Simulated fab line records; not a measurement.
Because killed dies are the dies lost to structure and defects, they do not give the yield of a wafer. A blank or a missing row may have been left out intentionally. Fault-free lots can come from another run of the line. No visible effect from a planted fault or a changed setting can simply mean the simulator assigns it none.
Matching of chambers    flow gf180mcu    GF_V1_CMP_04 on cmp-02 has 4 sister chambers
The step polishes SiO2. 4 wafers are shown with their chamber, then 8 later ones without.

== EACH WAFER AND ITS CHAMBER ==
wafer   chamber  motorCurrentA (A)
L793.1  1        11.7
L799.5  0        12.4
L799.6  3        9.0
L800.1  2        10.5

== WAFERS MISSING THEIR CHAMBER ==
wafer   motorCurrentA (A)
L800.4  12.5
L800.6  8.9
L809.3  11.1
L809.5  12.3
L809.6  10.7
L810.1  12.1
L810.3  12.4
L810.6  11.6

== WHICH CHAMBER EACH ONE RAN IN ==
wafer    from the rows above       in truth
L800.4   0                         0
L800.6   3                         3
L809.3   can't be placed: 1 or 2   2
L809.5   can't be placed: 0 or 1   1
L809.6   2                         2
L810.1   can't be placed: 0 or 1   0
L810.3   0                         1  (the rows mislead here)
L810.6   1                         1
Correctly placed: 4 of 8. Not placeable from these rows: 3 (in 3, the candidates include the true chamber). Number placed wrongly: 1.
How it was worked out, from the rows above alone: a wafer's distance from a chamber is the root of the sum, over the readings, of the square of ((its reading less the chamber's mean) divided by the reading's scatter). If the next closest chamber is less than 2 further off than the closest, the wafer can't be placed; otherwise it belongs to the closest. Each chamber's mean is taken over the wafers shown for it. The scatter (one wafer shown for each chamber): square how far every hidden wafer sits from the nearest shown wafer, average those squares and take the square root.
